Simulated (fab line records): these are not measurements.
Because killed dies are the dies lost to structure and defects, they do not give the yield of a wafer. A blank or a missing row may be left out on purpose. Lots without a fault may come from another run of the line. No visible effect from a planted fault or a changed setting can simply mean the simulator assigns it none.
Which tool did it? / flow sky130 / 11 lots with 33 wafers sampled at 4 steps, on a route of 708 steps

== WHAT THE GAUGES READ, wafer by wafer ==
SKY_DNWELL_TW_MEAS_09. Usual: DNWELL_TW 1113, standard deviation 13.
lot=L936; measured=day 4 11:45; on=filmMetro-01; DNWELL_TW=1122 1120 1118; flag=
lot=L937; measured=day 4 18:24; on=filmMetro-03; DNWELL_TW=1095 1094 1097; flag=
lot=L938; measured=day 4 18:36; on=filmMetro-02; DNWELL_TW=1120 1126 1112; flag=
lot=L939; measured=day 4 23:34; on=filmMetro-01; DNWELL_TW=1128 1117 1116; flag=
lot=L940; measured=day 5 04:14; on=filmMetro-03; DNWELL_TW=1104 1107 1104; flag=
lot=L941; measured=day 5 15:49; on=filmMetro-02; DNWELL_TW=1124 1115 1116; flag=
lot=L947; measured=day 6 20:01; on=filmMetro-03; DNWELL_TW=1102 1102 1096; flag=
lot=L951; measured=day 7 14:52; on=filmMetro-02; DNWELL_TW=1132 1137 1132; flag=
lot=L952; measured=day 7 21:22; on=filmMetro-03; DNWELL_TW=1100 1100 1101; flag=
lot=L953; measured=day 8 06:22; on=filmMetro-01; DNWELL_TW=1126 1135 1124; flag=
lot=L954; measured=day 8 11:25; on=filmMetro-02; DNWELL_TW=1116 1118 1116; flag=

== WHICH TOOL RAN EACH LOT (tool, then ch and the chambers of the sampled wafers, then the start) ==
lot=L936; SKY_FIELD_ISO_ETCH_14=rieDiel-01 ch 0,1, day 3 07:10; SKY_FIELD_ISO_ETCH_15=rieDiel-01 ch 0,1, day 3 07:13; SKY_FIELD_ISO_STRIP_16=plasmaAsher-01 ch 0,1, day 3 07:16
lot=L937; SKY_FIELD_ISO_ETCH_14=rieDiel-01 ch 2,3, day 3 12:43; SKY_FIELD_ISO_ETCH_15=rieDiel-01 ch 2,3, day 3 12:45; SKY_FIELD_ISO_STRIP_16=plasmaAsher-03 ch 0,1, day 3 12:49
lot=L938; SKY_FIELD_ISO_ETCH_14=rieDiel-01 ch 2,3, day 3 17:16; SKY_FIELD_ISO_ETCH_15=rieDiel-01 ch 2,3, day 3 17:18; SKY_FIELD_ISO_STRIP_16=plasmaAsher-04 ch 0,1, day 3 17:22
lot=L939; SKY_FIELD_ISO_ETCH_14=rieDiel-01 ch 0,1,3, day 3 21:34; SKY_FIELD_ISO_ETCH_15=rieDiel-01 ch 0,1,3, day 3 21:37; SKY_FIELD_ISO_STRIP_16=plasmaAsher-01 ch 0,1, day 3 21:42
lot=L940; SKY_FIELD_ISO_ETCH_14=rieDiel-01 ch 1,2,3, day 4 04:19; SKY_FIELD_ISO_ETCH_15=rieDiel-01 ch 1,2,3, day 4 04:22; SKY_FIELD_ISO_STRIP_16=plasmaAsher-01 ch 0,1, day 4 04:25
lot=L941; SKY_FIELD_ISO_ETCH_14=rieDiel-01 ch 0,2,3, day 4 13:28; SKY_FIELD_ISO_ETCH_15=rieDiel-01 ch 0,2,3, day 4 13:30; SKY_FIELD_ISO_STRIP_16=plasmaAsher-03 ch 0,1, day 4 13:35
lot=L947; SKY_FIELD_ISO_ETCH_14=rieDiel-02 ch 1,2, day 5 16:22; SKY_FIELD_ISO_ETCH_15=rieDiel-02 ch 1,2, day 5 16:24; SKY_FIELD_ISO_STRIP_16=plasmaAsher-04 ch 0,1, day 5 16:28
lot=L951; SKY_FIELD_ISO_ETCH_14=rieDiel-02 ch 0,3, day 6 12:13; SKY_FIELD_ISO_ETCH_15=rieDiel-02 ch 0,3, day 6 12:16; SKY_FIELD_ISO_STRIP_16=plasmaAsher-04 ch 0, day 6 12:19
lot=L952; SKY_FIELD_ISO_ETCH_14=rieDiel-03 ch 1,2,3, day 6 18:43; SKY_FIELD_ISO_ETCH_15=rieDiel-03 ch 1,2,3, day 6 18:46; SKY_FIELD_ISO_STRIP_16=plasmaAsher-03 ch 0,1, day 6 18:51
lot=L953; SKY_FIELD_ISO_ETCH_14=rieDiel-02 ch 0,1,3, day 7 01:49; SKY_FIELD_ISO_ETCH_15=rieDiel-02 ch 0,1,3, day 7 01:51; SKY_FIELD_ISO_STRIP_16=plasmaAsher-03 ch 0,1, day 7 01:55
lot=L954; SKY_FIELD_ISO_ETCH_14=rieDiel-02 ch 0,1, day 7 07:16; SKY_FIELD_ISO_ETCH_15=rieDiel-02 ch 0,1, day 7 07:18; SKY_FIELD_ISO_STRIP_16=plasmaAsher-01 ch 0,1, day 7 07:23
- SKY_FIELD_ISO_ETCH_14: etches BARC in N2/H2, stops on SiO2, time 45.9 s, target depth 60 nm.
- SKY_FIELD_ISO_ETCH_15: etches the open film in CHF3/O2, stops on Si, target depth 180 nm, time 72 s.
- SKY_FIELD_ISO_STRIP_16: strips in O2/N2.

== WHAT THE TOOLS THEMSELVES READ (means of the sampled wafers that have a number; where no wafer has one, the mark that the record gives instead) ==
SKY_FIELD_ISO_ETCH_14. Usual: drypumpMotorCurrentA 5.7 A, standard deviation 0.47; oesProductAu 0.855 a.u., standard deviation 0.0049; runLengthS 74.2 s, standard deviation 0.38; throttleValvePct 13.223 %, standard deviation 0.0083.
lot=L936; tool=rieDiel-01; drypumpMotorCurrentA (A)=6.1; oesProductAu (a.u.)=0.854; runLengthS (s)=74.5; throttleValvePct (%)=13.226; flag=
lot=L937; tool=rieDiel-01; drypumpMotorCurrentA (A)=5.3; oesProductAu (a.u.)=0.854; runLengthS (s)=73.9; throttleValvePct (%)=13.232; flag=
lot=L938; tool=rieDiel-01; drypumpMotorCurrentA (A)=5.4; oesProductAu (a.u.)=0.855; runLengthS (s)=73.6; throttleValvePct (%)=13.220; flag=
lot=L939; tool=rieDiel-01; drypumpMotorCurrentA (A)=5.8; oesProductAu (a.u.)=0.855; runLengthS (s)=74.1; throttleValvePct (%)=13.227; flag=
lot=L940; tool=rieDiel-01; drypumpMotorCurrentA (A)=5.7; oesProductAu (a.u.)=0.784; runLengthS (s)=82.5; throttleValvePct (%)=13.215; flag=OFF
lot=L941; tool=rieDiel-01; drypumpMotorCurrentA (A)=5.5; oesProductAu (a.u.)=0.779; runLengthS (s)=82.4; throttleValvePct (%)=13.218; flag=OFF
lot=L947; tool=rieDiel-02; drypumpMotorCurrentA (A)=6.3; oesProductAu (a.u.)=0.856; runLengthS (s)=74.1; throttleValvePct (%)=13.230; flag=
lot=L951; tool=rieDiel-02; drypumpMotorCurrentA (A)=5.3; oesProductAu (a.u.)=0.860; runLengthS (s)=74.2; throttleValvePct (%)=13.226; flag=
lot=L952; tool=rieDiel-03; drypumpMotorCurrentA (A)=6.0; oesProductAu (a.u.)=0.853; runLengthS (s)=74.4; throttleValvePct (%)=13.222; flag=
lot=L953; tool=rieDiel-02; drypumpMotorCurrentA (A)=5.7; oesProductAu (a.u.)=0.858; runLengthS (s)=74.1; throttleValvePct (%)=13.222; flag=
lot=L954; tool=rieDiel-02; drypumpMotorCurrentA (A)=5.7; oesProductAu (a.u.)=0.854; runLengthS (s)=73.9; throttleValvePct (%)=13.228; flag=

SKY_FIELD_ISO_ETCH_15. Usual: drypumpMotorCurrentA 5.7 A, standard deviation 0.47; oesProductAu 0.949 a.u., standard deviation 0.0061; runLengthS 100.3 s, standard deviation 0.38; throttleValvePct 8.845 %, standard deviation 0.0097.
lot=L936; tool=rieDiel-01; drypumpMotorCurrentA (A)=6.1; oesProductAu (a.u.)=0.953; runLengthS (s)=100.8; throttleValvePct (%)=8.841; flag=
lot=L937; tool=rieDiel-01; drypumpMotorCurrentA (A)=5.3; oesProductAu (a.u.)=0.950; runLengthS (s)=99.9; throttleValvePct (%)=8.841; flag=
lot=L938; tool=rieDiel-01; drypumpMotorCurrentA (A)=5.4; oesProductAu (a.u.)=0.955; runLengthS (s)=99.7; throttleValvePct (%)=8.849; flag=
lot=L939; tool=rieDiel-01; drypumpMotorCurrentA (A)=5.8; oesProductAu (a.u.)=0.945; runLengthS (s)=100.5; throttleValvePct (%)=8.845; flag=
lot=L940; tool=rieDiel-01; drypumpMotorCurrentA (A)=5.7; oesProductAu (a.u.)=0.943; runLengthS (s)=100.0; throttleValvePct (%)=8.845; flag=
lot=L941; tool=rieDiel-01; drypumpMotorCurrentA (A)=5.5; oesProductAu (a.u.)=0.945; runLengthS (s)=100.1; throttleValvePct (%)=8.838; flag=
lot=L947; tool=rieDiel-02; drypumpMotorCurrentA (A)=6.3; oesProductAu (a.u.)=0.951; runLengthS (s)=100.1; throttleValvePct (%)=8.840; flag=
lot=L951; tool=rieDiel-02; drypumpMotorCurrentA (A)=5.3; oesProductAu (a.u.)=0.939; runLengthS (s)=100.2; throttleValvePct (%)=8.836; flag=
lot=L952; tool=rieDiel-03; drypumpMotorCurrentA (A)=6.0; oesProductAu (a.u.)=0.942; runLengthS (s)=100.6; throttleValvePct (%)=8.846; flag=
lot=L953; tool=rieDiel-02; drypumpMotorCurrentA (A)=5.7; oesProductAu (a.u.)=0.950; runLengthS (s)=100.3; throttleValvePct (%)=8.842; flag=
lot=L954; tool=rieDiel-02; drypumpMotorCurrentA (A)=5.7; oesProductAu (a.u.)=0.950; runLengthS (s)=100.1; throttleValvePct (%)=8.852; flag=

SKY_FIELD_ISO_STRIP_16. Usual: drypumpMotorCurrentA 5.9 A, standard deviation 0.56; oesProductAu 0.377 a.u., standard deviation 0.0044; stripTimeToEndpointS 3.55 s, standard deviation 0.038.
lot=L936; tool=plasmaAsher-01; drypumpMotorCurrentA (A)=5.3; oesProductAu (a.u.)=0.375; stripTimeToEndpointS (s)=3.56; flag=
lot=L937; tool=plasmaAsher-03; drypumpMotorCurrentA (A)=6.2; oesProductAu (a.u.)=0.376; stripTimeToEndpointS (s)=3.53; flag=
lot=L938; tool=plasmaAsher-04; drypumpMotorCurrentA (A)=5.6; oesProductAu (a.u.)=0.379; stripTimeToEndpointS (s)=3.51; flag=
lot=L939; tool=plasmaAsher-01; drypumpMotorCurrentA (A)=5.3; oesProductAu (a.u.)=0.382; stripTimeToEndpointS (s)=3.55; flag=
lot=L940; tool=plasmaAsher-01; drypumpMotorCurrentA (A)=5.4; oesProductAu (a.u.)=0.376; stripTimeToEndpointS (s)=3.45; flag=
lot=L941; tool=plasmaAsher-03; drypumpMotorCurrentA (A)=6.2; oesProductAu (a.u.)=0.373; stripTimeToEndpointS (s)=3.40; flag=OFF
lot=L947; tool=plasmaAsher-04; drypumpMotorCurrentA (A)=5.6; oesProductAu (a.u.)=0.378; stripTimeToEndpointS (s)=3.56; flag=
lot=L951; tool=plasmaAsher-04; drypumpMotorCurrentA (A)=5.1; oesProductAu (a.u.)=0.376; stripTimeToEndpointS (s)=3.60; flag=
lot=L952; tool=plasmaAsher-03; drypumpMotorCurrentA (A)=6.2; oesProductAu (a.u.)=0.379; stripTimeToEndpointS (s)=3.56; flag=
lot=L953; tool=plasmaAsher-03; drypumpMotorCurrentA (A)=6.2; oesProductAu (a.u.)=0.380; stripTimeToEndpointS (s)=3.59; flag=
lot=L954; tool=plasmaAsher-01; drypumpMotorCurrentA (A)=5.3; oesProductAu (a.u.)=0.377; stripTimeToEndpointS (s)=3.53; flag=

== THE ANSWER, worked out from the rows above alone ==
Rule: take the mean of a lot's wafers that have a number; if it is more than 3 standard deviations from the usual mean, the lot is off. Also off: a lot with no number at a reading for which 4 or more lots have one. Any other lot the step has rows for is counted as sound. The gauges are gone through in route order, then the tools' own readings, and for those a lot's mean is taken as printed above. At the first step where some lot is off, the reading lying furthest off is the one used; lots without a number count as furthest.
Off: L940, L941 (SKY_FIELD_ISO_ETCH_14, runLengthS).
If a tool, at that step or one of the process steps before it, ran each lot that is off and ran no sound lot following the first of them, it fits. One fits: rieDiel-01 at SKY_FIELD_ISO_ETCH_14. Its last sound lot is L939 (day 3 21:34), its first lot that is off L940 (day 4 04:19): a fault that began between those two fits.
The tool's own readings at SKY_FIELD_ISO_ETCH_14 bear it out: on the lots that are off they differ by more than 5 times the standard deviation of the sound lots' means. oesProductAu reads 0.782 a.u. there against 0.855 a.u. on the sound lots; runLengthS reads 82.5 s there against 74.1 s on the sound lots.

== WHAT THE SIMULATOR PUT IN ==
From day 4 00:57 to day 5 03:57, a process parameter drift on rieDiel-01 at SKY_FIELD_ISO_ETCH_14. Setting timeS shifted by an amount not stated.
Shown lots that were struck: L940, L941. This agrees with what the rule above found.
